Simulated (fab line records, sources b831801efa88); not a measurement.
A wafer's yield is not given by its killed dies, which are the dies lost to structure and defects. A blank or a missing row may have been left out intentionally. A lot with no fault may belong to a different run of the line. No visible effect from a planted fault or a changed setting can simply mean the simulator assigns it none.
8D (eight disciplines) problem report, filled in by code + flow sky130 + the parts of the form that need people (team, actions taken, sign-off) are left out

1. THE PROBLEM
VIA3_W_RS at SKY_VIA3_RS_MEAS_22 reads a mean of 0.417 ohm/sq on 9 wafers of 3 lots; wafers without a fault read 0.297 ohm/sq with a standard deviation of 0.0033. That puts it +36 standard deviations away from the usual mean.
The step: measures by four-point-probe.
The first sign was on wafer L677.1 at day 44 15:30, on filmMetro-03. At this step, 33 wafers from 11 lots have a number in the record. Rule for "out", or "out of limits": more than 4 standard deviations from the usual mean. All remaining wafers that have a number are taken as sound.

2. WHAT IT IS, WHAT IT ISN'T
| question                    | is                         | is not                                                                    |
|-----------------------------|----------------------------|---------------------------------------------------------------------------|
| which readings at this step | VIA3_W_RS                  | -                                                                         |
| which lots                  | L677, L680, L683           | L661, L665, L666, L667, L668, L673, L678, L682                            |
| which wafers of those lots  | all that have a number     | -                                                                         |
| read on which gauges        | filmMetro-02, filmMetro-03 | -                                                                         |
| when                        | from day 44 15:30          | up to then (18 sound wafers); but 6 sound wafers of L678, L682 came after |

3. THE SUSPECTS, EACH WITH WHAT RULES IT OUT
Counting: a tool at any process step up to the reading remains a suspect when it ran all the lots that are out and ran no sound lot after the first of those.
- the gauge at SKY_VIA3_RS_MEAS_22: ruled out. Those wafers that are out were read across 2 gauges (filmMetro-02, filmMetro-03).
- cvdW-02 at SKY_VIA3_CVD_21 (deposits W, target thk 390 nm, time 117.31 s): kept. Every lot that is out went through it, starting with L677 (day 44 15:23), and after that it ran no sound lot; the last sound lot it ran before then is L667 (day 41 19:53).
Left after counting: cvdW-02 at SKY_VIA3_CVD_21.

4. THE CAUSE (what the simulator had put in)
Site profile drift: cvdW-02, from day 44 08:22 on, at SKY_VIA3_CVD_21. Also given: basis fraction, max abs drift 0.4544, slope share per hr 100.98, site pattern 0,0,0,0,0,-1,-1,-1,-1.
The count eliminated every tool but this one.

5. SEQUENCE OF EFFECTS, ordered by route
Each row: a reading where the mean over the struck wafers with a number is more than 3 standard deviations away from the usual. Only readings whose record carries a usual standard deviation are examined. hours: median over the lots of the time between each lot's start at the first step of this table that gives one and its start at this step. sigmas: the change, counted in usual standard deviations.
| hours | step                 | reading    | usual        | on struck wafers | change | sigmas |
|-------|----------------------|------------|--------------|------------------|--------|--------|
| 0     | SKY_VIA3_RS_MEAS_22  | VIA3_W_RS  | 0.297 ohm/sq | 0.417            | +0.120 | +36    |
| 4     | SKY_VIA3_THK_MEAS_23 | VIA3_W_THK | 385 nm       | 303              | -82    | -15    |

6. WHAT WOULD HAVE CAUGHT IT SOONER
Counted from the fault's start at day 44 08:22, it took 7 hours until the first out-of-limits reading at a measuring or inspecting step in this record, taken at day 44 15:30.
Of the tool readings at SKY_VIA3_CVD_21 for which the record gives a usual standard deviation, none was out on any struck wafer, so an alarm limit of 4 standard deviations on them would not have fired.
Among the 3 lots that are out, L680, L683 began SKY_VIA3_CVD_21 on cvdW-02 after day 44 15:30. A hold on the tool at that time would have spared those 2.
